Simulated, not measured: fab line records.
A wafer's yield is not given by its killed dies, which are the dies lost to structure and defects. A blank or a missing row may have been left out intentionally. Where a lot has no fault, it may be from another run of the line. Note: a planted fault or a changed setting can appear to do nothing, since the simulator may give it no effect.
Matching of chambers | flow sky130 | cmp-02 running SKY_VIA2_CMP_02: 4 sister chambers
The step polishes SiO2. 4 wafers are shown with their chamber, then 6 later ones without.

## WAFERS, EACH WITH ITS CHAMBER
wafer  | chamber | motorCurrentA (A)
L786.2 | 3       | 11.5
L789.1 | 2       | 13.8
L793.1 | 1       | 12.3
L793.2 | 0       | 13.3

## WAFERS WITHOUT THEIR CHAMBER
wafer  | motorCurrentA (A)
L793.3 | 13.7
L795.3 | 12.5
L795.4 | 13.2
L795.6 | 14.1
L797.2 | 12.4
L797.3 | 14.7

## WHICH CHAMBER EACH ONE RAN IN
wafer  | from the rows above          | in truth
L793.3 | can't be placed: 2 or 0      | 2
L795.3 | can't be placed: 1 or 0 or 3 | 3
L795.4 | can't be placed: 0 or 2 or 1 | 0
L795.6 | can't be placed: 2 or 0      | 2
L797.2 | can't be placed: 1 or 0 or 3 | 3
L797.3 | can't be placed: 2 or 0      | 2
Correctly placed: 0 of 6. Unplaceable from these rows: 6, with the true chamber sitting among the candidates in 6. Placed wrongly: 0.
How it was worked out, from the rows above alone: a wafer's distance from a chamber is the root of the sum, over the readings, of the square of ((its reading less the chamber's mean) divided by the reading's scatter). If the next closest chamber is less than 2 further off than the closest, the wafer can't be placed; otherwise it belongs to the closest. Each chamber's mean is taken over the wafers shown for it. The scatter: with one shown wafer a chamber, the root of the mean of the squares of how far each hidden wafer lies from its nearest shown one.
